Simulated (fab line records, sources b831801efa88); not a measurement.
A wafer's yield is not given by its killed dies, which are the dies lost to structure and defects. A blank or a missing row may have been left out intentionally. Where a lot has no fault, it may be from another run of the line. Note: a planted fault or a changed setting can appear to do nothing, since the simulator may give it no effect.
Problem report in the 8D (eight disciplines) form, filled by code + flow gf180mcu + the parts of the form that need people (team, actions taken, sign-off) are left out

1. WHAT IS WRONG
Across 6 wafers from 2 lots, M1_ALCU_RS at GF_M1_RS_MEAS_05 averages 0.0776 ohm/sq, while fault-free wafers read 0.0695 ohm/sq with a standard deviation of 0.00092. Measured from the usual mean, that is +8.8 standard deviations.
The step: measures by four-point-probe.
Seen first at day 21 07:39 on film-metro-04, wafer L216.1. Wafers with a number at this step in the record: 36, from 12 lots. Rule for "out" (also "out of limits"): further than 4 standard deviations from the usual mean. The other wafers with a number count as sound.

2. WHAT THIS IS AND IS NOT
| question                    | is                     | is not                                                                          |
|-----------------------------|------------------------|---------------------------------------------------------------------------------|
| which readings at this step | M1_ALCU_RS             | -                                                                               |
| which lots                  | L216, L218             | L203, L204, L205, L207, L208, L210, L213, L221, L224, L226                      |
| which wafers of those lots  | all that have a number | -                                                                               |
| read on which gauges        | film-metro-04          | film-metro-01, film-metro-02                                                    |
| when                        | from day 21 07:39      | up to then (21 sound wafers); but 9 sound wafers of L221, L224, L226 came after |

3. SUSPECTS, AND WHAT RULES EACH OUT
Counting: a tool at any process step up to the reading remains a suspect when it ran all the lots that are out and ran no sound lot after the first of those.
- the gauge at GF_M1_RS_MEAS_05: kept. All the wafers that are out were read on film-metro-04, and no step on other tools shows them out.
- pvd-sputter-04 at GF_M1_SPUTTER_02 (material AlCu, target thk 450 nm, time 23.9 s): kept. It ran every lot that is out, first L216 (day 21 07:34), and no sound lot after that; its last sound lot up to then is L208 (day 17 16:17).
What counting leaves: pvd-sputter-04 at GF_M1_SPUTTER_02 and film-metro-04 at GF_M1_RS_MEAS_05.

4. THE CAUSE (what the simulator had put in)
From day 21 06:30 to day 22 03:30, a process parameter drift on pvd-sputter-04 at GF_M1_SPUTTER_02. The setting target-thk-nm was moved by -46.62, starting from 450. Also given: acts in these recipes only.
Counting leaves 2 suspects; this tool is one of them.

5. THE EFFECT CHAIN, in route order
Rows list readings where the struck wafers' mean (over those with a number) sits beyond 3 standard deviations from the usual. Only readings whose record carries a usual standard deviation are examined. hours: median over the lots of the time between each lot's start at the first step of this table that gives one and its start at this step. sigmas: the change, counted in usual standard deviations.
| hours | step              | reading     | usual         | on struck wafers | change  | sigmas |
|-------|-------------------|-------------|---------------|------------------|---------|--------|
| 0     | GF_M1_RS_MEAS_05  | M1_ALCU_RS  | 0.0695 ohm/sq | 0.0776           | +0.0081 | +8.8   |
| 0     | GF_M1_THK_MEAS_06 | M1_ALCU_THK | 445 nm        | 398              | -47     | -8.0   |

6. HOW IT WOULD HAVE BEEN CAUGHT EARLIER
In this record the first reading out of limits at a measuring or inspecting step was taken at day 21 07:39, 1 hour after the fault began at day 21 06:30.
An alarm limit of 4 standard deviations would not have fired on the tool readings at GF_M1_SPUTTER_02 for which the record gives a usual standard deviation, since none of them was out on any struck wafer.
Among the 2 lots that are out, L218 began GF_M1_SPUTTER_02 on pvd-sputter-04 after day 21 07:39. Putting the tool on hold at that point would have spared it.
